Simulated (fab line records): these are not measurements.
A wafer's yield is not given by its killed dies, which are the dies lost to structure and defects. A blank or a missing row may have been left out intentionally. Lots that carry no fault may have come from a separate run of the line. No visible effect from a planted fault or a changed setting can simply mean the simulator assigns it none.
The tool behind it: which one? || flow sky130 || Sampling: 11 lots, 33 wafers, 5 of 708 route steps

WHAT THE GAUGES SHOWED, per wafer
SKY_SONOS_ONO_CD_MEAS_13: the cd target is 410 nm. Usual: cd_nm reads 410.5 nm (standard deviation 2.5).
{"lot": "L871", "measured": "day 12 08:04", "on": "cd_sem-01", "cd_nm (nm)": "407.7 408.2 406.1", "flag": ""}
{"lot": "L872", "measured": "day 12 23:43", "on": "cd_sem-02", "cd_nm (nm)": "407.5 409.5 407.3", "flag": ""}
{"lot": "L874", "measured": "day 13 08:19", "on": "cd_sem-02", "cd_nm (nm)": "409.5 409.0 407.9", "flag": ""}
{"lot": "L875", "measured": "day 13 20:40", "on": "cd_sem-02", "cd_nm (nm)": "406.8 406.7 407.9", "flag": ""}
{"lot": "L877", "measured": "day 14 14:13", "on": "cd_sem-02", "cd_nm (nm)": "411.7 410.7 409.8", "flag": ""}
{"lot": "L883", "measured": "day 16 15:49", "on": "cd_sem-02", "cd_nm (nm)": "411.3 411.0 412.8", "flag": ""}
{"lot": "L885", "measured": "day 17 08:08", "on": "cd_sem-01", "cd_nm (nm)": "415.3 415.0 416.3", "flag": ""}
{"lot": "L886", "measured": "day 17 16:29", "on": "cd_sem-02", "cd_nm (nm)": "414.7 415.2 415.3", "flag": ""}
{"lot": "L888", "measured": "day 18 06:45", "on": "cd_sem-01", "cd_nm (nm)": "411.3 409.5 407.7", "flag": ""}
{"lot": "L889", "measured": "day 18 14:45", "on": "cd_sem-02", "cd_nm (nm)": "409.5 409.7 411.6", "flag": ""}
{"lot": "L893", "measured": "day 19 23:37", "on": "cd_sem-01", "cd_nm (nm)": "410.3 412.6 408.4", "flag": ""}

SKY_POLY_GATE_THK_MEAS_21. Usual: POLY_GATE_OXIDATION_THK 3.99 nm, standard deviation 0.072.
{"lot": "L871", "measured": "day 16 02:03", "on": "film_metro-01", "POLY_GATE_OXIDATION_THK (nm)": "3.94 4.02 3.89", "flag": ""}
{"lot": "L872", "measured": "day 16 21:06", "on": "film_metro-04", "POLY_GATE_OXIDATION_THK (nm)": "4.08 4.04 4.04", "flag": ""}
{"lot": "L874", "measured": "day 17 08:08", "on": "film_metro-01", "POLY_GATE_OXIDATION_THK (nm)": "3.96 3.97 3.97", "flag": ""}
{"lot": "L875", "measured": "day 17 16:37", "on": "film_metro-02", "POLY_GATE_OXIDATION_THK (nm)": "4.02 4.01 4.03", "flag": ""}
{"lot": "L877", "measured": "day 18 18:38", "on": "film_metro-01", "POLY_GATE_OXIDATION_THK (nm)": "3.99 4.03 3.93", "flag": ""}
{"lot": "L883", "measured": "day 20 22:35", "on": "film_metro-02", "POLY_GATE_OXIDATION_THK (nm)": "3.87 3.92 3.81", "flag": ""}
{"lot": "L885", "measured": "day 21 17:08", "on": "film_metro-04", "POLY_GATE_OXIDATION_THK (nm)": "4.59 4.59 4.60", "flag": "OFF"}
{"lot": "L886", "measured": "day 21 21:42", "on": "film_metro-02", "POLY_GATE_OXIDATION_THK (nm)": "4.56 4.57 4.55", "flag": "OFF"}
{"lot": "L888", "measured": "day 22 14:58", "on": "film_metro-02", "POLY_GATE_OXIDATION_THK (nm)": "3.90 4.00 3.97", "flag": ""}
{"lot": "L889", "measured": "day 22 22:48", "on": "film_metro-02", "POLY_GATE_OXIDATION_THK (nm)": "4.16 4.04 4.08", "flag": ""}
{"lot": "L893", "measured": "day 24 02:42", "on": "film_metro-01", "POLY_GATE_OXIDATION_THK (nm)": "4.08 3.98 3.97", "flag": ""}

SKY_POLY_GATE_CD_MEAS_22. Usual: cd_nm reads 150.4 nm (standard deviation 1.8).
{"lot": "L871", "measured": "day 16 02:08", "on": "cd_sem-01", "cd_nm (nm)": "149.3 151.8 149.9", "flag": ""}
{"lot": "L872", "measured": "day 16 21:11", "on": "cd_sem-02", "cd_nm (nm)": "150.8 153.5 152.0", "flag": ""}
{"lot": "L874", "measured": "day 17 08:13", "on": "cd_sem-01", "cd_nm (nm)": "149.5 150.4 149.1", "flag": ""}
{"lot": "L875", "measured": "day 17 16:41", "on": "cd_sem-01", "cd_nm (nm)": "153.3 149.9 152.8", "flag": ""}
{"lot": "L877", "measured": "day 18 18:42", "on": "cd_sem-01", "cd_nm (nm)": "152.5 150.4 152.4", "flag": ""}
{"lot": "L883", "measured": "day 20 22:40", "on": "cd_sem-02", "cd_nm (nm)": "150.2 150.0 151.3", "flag": ""}
{"lot": "L885", "measured": "day 21 17:14", "on": "cd_sem-01", "cd_nm (nm)": "147.6 149.3 149.1", "flag": ""}
{"lot": "L886", "measured": "day 21 21:46", "on": "cd_sem-01", "cd_nm (nm)": "149.8 148.1 150.0", "flag": ""}
{"lot": "L888", "measured": "day 22 15:03", "on": "cd_sem-02", "cd_nm (nm)": "148.8 149.5 148.1", "flag": ""}
{"lot": "L889", "measured": "day 22 22:52", "on": "cd_sem-01", "cd_nm (nm)": "150.5 147.7 148.3", "flag": ""}
{"lot": "L893", "measured": "day 24 02:46", "on": "cd_sem-01", "cd_nm (nm)": "147.3 147.0 148.3", "flag": ""}

TOOL THAT RAN EACH LOT (tool first, then ch and the chambers of the sampled wafers, then the start)
{"lot": "L871", "SKY_POLY_GATE_ETCH_15": "rie_diel-03 ch 0,2, day 15 22:25", "SKY_POLY_GATE_OXIDATION_20": "furnace-01 ch 0, day 16 00:47"}
{"lot": "L872", "SKY_POLY_GATE_ETCH_15": "rie_diel-02 ch 0,2,3, day 16 17:01", "SKY_POLY_GATE_OXIDATION_20": "furnace-02 ch 0, day 16 19:50"}
{"lot": "L874", "SKY_POLY_GATE_ETCH_15": "rie_diel-02 ch 0,1,2, day 17 04:10", "SKY_POLY_GATE_OXIDATION_20": "furnace-01 ch 0, day 17 06:53"}
{"lot": "L875", "SKY_POLY_GATE_ETCH_15": "rie_diel-03 ch 1,2,3, day 17 14:05", "SKY_POLY_GATE_OXIDATION_20": "furnace-01 ch 0, day 17 15:22"}
{"lot": "L877", "SKY_POLY_GATE_ETCH_15": "rie_diel-02 ch 0,2,3, day 18 15:01", "SKY_POLY_GATE_OXIDATION_20": "furnace-02 ch 0, day 18 17:22"}
{"lot": "L883", "SKY_POLY_GATE_ETCH_15": "rie_diel-04 ch 1,2,3, day 20 20:56", "SKY_POLY_GATE_OXIDATION_20": "furnace-01 ch 0, day 20 21:19"}
{"lot": "L885", "SKY_POLY_GATE_ETCH_15": "rie_diel-03 ch 0,1,3, day 21 15:29", "SKY_POLY_GATE_OXIDATION_20": "furnace-01 ch 0, day 21 15:52"}
{"lot": "L886", "SKY_POLY_GATE_ETCH_15": "rie_diel-02 ch 0,3, day 21 20:04", "SKY_POLY_GATE_OXIDATION_20": "furnace-01 ch 0, day 21 20:27"}
{"lot": "L888", "SKY_POLY_GATE_ETCH_15": "rie_diel-03 ch 0,1,3, day 22 12:58", "SKY_POLY_GATE_OXIDATION_20": "furnace-02 ch 0, day 22 13:43"}
{"lot": "L889", "SKY_POLY_GATE_ETCH_15": "rie_diel-02 ch 2,3, day 22 18:43", "SKY_POLY_GATE_OXIDATION_20": "furnace-02 ch 0, day 22 21:33"}
{"lot": "L893", "SKY_POLY_GATE_ETCH_15": "rie_diel-04 ch 1,3, day 24 01:04", "SKY_POLY_GATE_OXIDATION_20": "furnace-02 ch 0, day 24 01:27"}
- SKY_POLY_GATE_ETCH_15: etches BARC in N2/H2, stops on SiO2, time 118.5 s, target depth 110 nm.
- SKY_POLY_GATE_OXIDATION_20: stabilise 600 s, purge 300 s, target thk 4 nm.

AS READ BY THE TOOLS THEMSELVES (means over the sampled wafers that have a number; for cases with no such wafer, the mark the record gives instead)
SKY_POLY_GATE_ETCH_15. Usual: drypump_motor_current_A 5.7 A, standard deviation 0.48; oes_product_au 0.716 a.u., standard deviation 0.0048; throttle_valve_pct 13.213 %, standard deviation 0.0087.
{"lot": "L871", "tool": "rie_diel-03", "drypump_motor_current_A (A)": 5.5, "oes_product_au (a.u.)": 0.722, "throttle_valve_pct (%)": 13.221, "flag": ""}
{"lot": "L872", "tool": "rie_diel-02", "drypump_motor_current_A (A)": 6.0, "oes_product_au (a.u.)": 0.717, "throttle_valve_pct (%)": 13.211, "flag": ""}
{"lot": "L874", "tool": "rie_diel-02", "drypump_motor_current_A (A)": 5.8, "oes_product_au (a.u.)": 0.722, "throttle_valve_pct (%)": 13.218, "flag": ""}
{"lot": "L875", "tool": "rie_diel-03", "drypump_motor_current_A (A)": 5.8, "oes_product_au (a.u.)": 0.714, "throttle_valve_pct (%)": 13.218, "flag": ""}
{"lot": "L877", "tool": "rie_diel-02", "drypump_motor_current_A (A)": 5.9, "oes_product_au (a.u.)": 0.715, "throttle_valve_pct (%)": 13.216, "flag": ""}
{"lot": "L883", "tool": "rie_diel-04", "drypump_motor_current_A (A)": 5.4, "oes_product_au (a.u.)": 0.715, "throttle_valve_pct (%)": 13.216, "flag": ""}
{"lot": "L885", "tool": "rie_diel-03", "drypump_motor_current_A (A)": 6.2, "oes_product_au (a.u.)": 0.711, "throttle_valve_pct (%)": 13.213, "flag": ""}
{"lot": "L886", "tool": "rie_diel-02", "drypump_motor_current_A (A)": 5.8, "oes_product_au (a.u.)": 0.715, "throttle_valve_pct (%)": 13.214, "flag": ""}
{"lot": "L888", "tool": "rie_diel-03", "drypump_motor_current_A (A)": 6.2, "oes_product_au (a.u.)": 0.717, "throttle_valve_pct (%)": 13.213, "flag": ""}
{"lot": "L889", "tool": "rie_diel-02", "drypump_motor_current_A (A)": 6.1, "oes_product_au (a.u.)": 0.715, "throttle_valve_pct (%)": 13.206, "flag": ""}
{"lot": "L893", "tool": "rie_diel-04", "drypump_motor_current_A (A)": 5.7, "oes_product_au (a.u.)": 0.719, "throttle_valve_pct (%)": 13.220, "flag": ""}

SKY_POLY_GATE_OXIDATION_20. Usual: for spike_tc_bottom_C, 869.7 C with a standard deviation of 1.4; for spike_tc_centre_C, 849.4 C with a standard deviation of 1.3; for spike_tc_lower_C, 850.6 C with a standard deviation of 1; for spike_tc_top_C, 862.6 C with a standard deviation of 2.3; for spike_tc_upper_C, 849.1 C with a standard deviation of 1.1; for tube_center_temp_C, 850.01 C with a standard deviation of 0.082; for tube_center_temp_C_max, 852.2 with a standard deviation of 0.35.
{"lot": "L871", "tool": "furnace-01", "spike_tc_bottom_C (C)": 870.4, "spike_tc_centre_C (C)": 849.1, "spike_tc_lower_C (C)": 850.8, "spike_tc_top_C (C)": 860.9, "spike_tc_upper_C (C)": 850.2, "tube_center_temp_C (C)": 850.06, "tube_center_temp_C_max": 852.4, "flag": ""}
{"lot": "L872", "tool": "furnace-02", "spike_tc_bottom_C (C)": 867.5, "spike_tc_centre_C (C)": 851.0, "spike_tc_lower_C (C)": 852.0, "spike_tc_top_C (C)": 864.7, "spike_tc_upper_C (C)": 848.3, "tube_center_temp_C (C)": 850.13, "tube_center_temp_C_max": 852.4, "flag": ""}
{"lot": "L874", "tool": "furnace-01", "spike_tc_bottom_C (C)": 870.2, "spike_tc_centre_C (C)": 849.4, "spike_tc_lower_C (C)": 850.7, "spike_tc_top_C (C)": 860.7, "spike_tc_upper_C (C)": 849.3, "tube_center_temp_C (C)": 850.00, "tube_center_temp_C_max": 851.8, "flag": ""}
{"lot": "L875", "tool": "furnace-01", "spike_tc_bottom_C (C)": 871.4, "spike_tc_centre_C (C)": 849.0, "spike_tc_lower_C (C)": 851.1, "spike_tc_top_C (C)": 860.5, "spike_tc_upper_C (C)": 849.4, "tube_center_temp_C (C)": 849.94, "tube_center_temp_C_max": 851.8, "flag": ""}
{"lot": "L877", "tool": "furnace-02", "spike_tc_bottom_C (C)": 868.1, "spike_tc_centre_C (C)": 851.4, "spike_tc_lower_C (C)": 851.0, "spike_tc_top_C (C)": 865.9, "spike_tc_upper_C (C)": 848.7, "tube_center_temp_C (C)": 850.01, "tube_center_temp_C_max": 852.3, "flag": ""}
{"lot": "L883", "tool": "furnace-01", "spike_tc_bottom_C (C)": 870.5, "spike_tc_centre_C (C)": 848.6, "spike_tc_lower_C (C)": 851.0, "spike_tc_top_C (C)": 860.4, "spike_tc_upper_C (C)": 849.1, "tube_center_temp_C (C)": 849.94, "tube_center_temp_C_max": 852.2, "flag": ""}
{"lot": "L885", "tool": "furnace-01", "spike_tc_bottom_C (C)": 882.4, "spike_tc_centre_C (C)": 861.4, "spike_tc_lower_C (C)": 862.8, "spike_tc_top_C (C)": 873.1, "spike_tc_upper_C (C)": 862.6, "tube_center_temp_C (C)": 862.35, "tube_center_temp_C_max": 864.5, "flag": "OFF"}
{"lot": "L886", "tool": "furnace-01", "spike_tc_bottom_C (C)": 882.4, "spike_tc_centre_C (C)": 861.2, "spike_tc_lower_C (C)": 862.7, "spike_tc_top_C (C)": 874.0, "spike_tc_upper_C (C)": 862.0, "tube_center_temp_C (C)": 862.34, "tube_center_temp_C_max": 864.4, "flag": "OFF"}
{"lot": "L888", "tool": "furnace-02", "spike_tc_bottom_C (C)": 869.1, "spike_tc_centre_C (C)": 850.9, "spike_tc_lower_C (C)": 850.6, "spike_tc_top_C (C)": 865.5, "spike_tc_upper_C (C)": 848.3, "tube_center_temp_C (C)": 850.01, "tube_center_temp_C_max": 852.4, "flag": ""}
{"lot": "L889", "tool": "furnace-02", "spike_tc_bottom_C (C)": 868.4, "spike_tc_centre_C (C)": 850.2, "spike_tc_lower_C (C)": 851.6, "spike_tc_top_C (C)": 866.1, "spike_tc_upper_C (C)": 847.5, "tube_center_temp_C (C)": 850.02, "tube_center_temp_C_max": 851.9, "flag": ""}
{"lot": "L893", "tool": "furnace-02", "spike_tc_bottom_C (C)": 868.1, "spike_tc_centre_C (C)": 850.2, "spike_tc_lower_C (C)": 850.9, "spike_tc_top_C (C)": 864.8, "spike_tc_upper_C (C)": 848.9, "tube_center_temp_C (C)": 850.02, "tube_center_temp_C_max": 852.0, "flag": ""}

THE ANSWER, worked out from the rows above alone
Rule: a lot is off if the mean of its wafers that have a number lies more than 3 standard deviations from the usual mean. Also off: a lot with no number at a reading for which 4 or more lots have one. Any other lot the step has rows for is counted as sound. First the gauges in route order, then the tools' own readings, where a lot's mean is used as printed above. At the first step where some lot is off, the reading lying furthest off is the one used; lots without a number count as furthest.
Off: L885, L886, seen at SKY_POLY_GATE_THK_MEAS_21 (POLY_GATE_OXIDATION_THK).
If a tool, at a process step before that reading, ran all the lots that are off and no sound lot after the first of them, it fits. The gauges at SKY_POLY_GATE_THK_MEAS_21 aren't tried: what is off there is off at SKY_POLY_GATE_OXIDATION_20 too, on other tools, and a gauge's error can't cause that. One candidate fits, namely furnace-01 at SKY_POLY_GATE_OXIDATION_20. A fault onset in the window from L883 (day 20 21:19, its last sound lot) to L885 (day 21 15:52, its first lot off) fits.
The tool's own readings at SKY_POLY_GATE_OXIDATION_20 bear it out: on the lots that are off they differ by more than 5 times the standard deviation of the sound lots' means. spike_tc_bottom_C reads 882.4 C there against 869.3 C on the sound lots; spike_tc_centre_C reads 861.3 C there against 850.0 C on the sound lots; spike_tc_lower_C reads 862.8 C there against 851.1 C on the sound lots; spike_tc_upper_C reads 862.3 C there against 848.9 C on the sound lots; tube_center_temp_C reads 862.35 C there against 850.01 C on the sound lots; tube_center_temp_C_max reads 864.5 there against 852.1 on the sound lots.

WHAT THE SIMULATOR HAD PUT IN
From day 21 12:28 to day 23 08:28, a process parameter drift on furnace-01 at SKY_POLY_GATE_OXIDATION_20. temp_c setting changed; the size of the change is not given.
Shown lots that were struck: L885, L886. The same result came from the rule above.
